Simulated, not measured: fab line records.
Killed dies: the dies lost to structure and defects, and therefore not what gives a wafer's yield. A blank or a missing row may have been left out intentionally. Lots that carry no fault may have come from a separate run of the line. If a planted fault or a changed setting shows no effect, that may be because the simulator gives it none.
Which tool did it? | flow sfq-line | 14 lots (41 wafers sampled), 1 step of a 325-step route

## WHAT THE GAUGES READ, wafer by wafer
SFQ_I1_OVL_MEAS_913. Usual: I1_OVL gives 0 nm (standard deviation 5.8).
lot  | measured     | on         | I1_OVL (nm) | flag
L748 | day 17 15:44 | overlay-01 | -2 -5 -5    |
L749 | day 18 01:20 | overlay-01 | 4 1 3       |
L750 | day 18 03:44 | overlay-02 | 1 1 2       |
L751 | day 18 07:20 | overlay-01 | 5 -4 -10    |
L752 | day 18 09:44 | overlay-02 | -5 -4 1     |
L753 | day 18 20:32 | overlay-01 | -7 -6 -6    |
L754 | day 19 06:08 | overlay-02 | -12 -8 -8   |
L755 | day 19 16:56 | overlay-01 | -6 -10 -9   |
L756 | day 20 04:56 | overlay-01 | 8 -4 11     |
L759 | day 22 00:30 | overlay-02 | -5 0 1      |
L764 | day 23 11:19 | overlay-02 | -4 -3       |
L765 | day 23 13:43 | overlay-01 | 7 9 7       |
L766 | day 23 19:42 | overlay-01 | -2 7 2      |
L770 | day 24 20:55 | overlay-01 | 6 13 8      |

## TOOL THAT RAN EACH LOT (tool first, then ch and the chambers of the sampled wafers, then the start)
Record: no process step prior to these readings.

## WHAT THE TOOLS THEMSELVES READ (means of the sampled wafers that have a number; where no wafer has one, the mark that the record gives instead)
The record holds no such reading with a usual standard deviation.

## THE ANSWER, worked out from the rows above alone
Rule: a lot counts as off when the mean over its wafers that have a number is more than 3 standard deviations away from the usual mean. A lot without any number at a reading at which 4 lots or more have one is off too. Where the step has rows for the other lots, those lots are counted as sound. After the gauges, taken in route order, come the tools' own readings; for these a lot's mean is taken, as printed above. At the first step where some lot is off, the reading lying furthest off is the one used; lots without a number count as furthest.
No lot is off on any of the readings shown, so nothing can be concluded from this.

## WHAT THE SIMULATOR PUT IN
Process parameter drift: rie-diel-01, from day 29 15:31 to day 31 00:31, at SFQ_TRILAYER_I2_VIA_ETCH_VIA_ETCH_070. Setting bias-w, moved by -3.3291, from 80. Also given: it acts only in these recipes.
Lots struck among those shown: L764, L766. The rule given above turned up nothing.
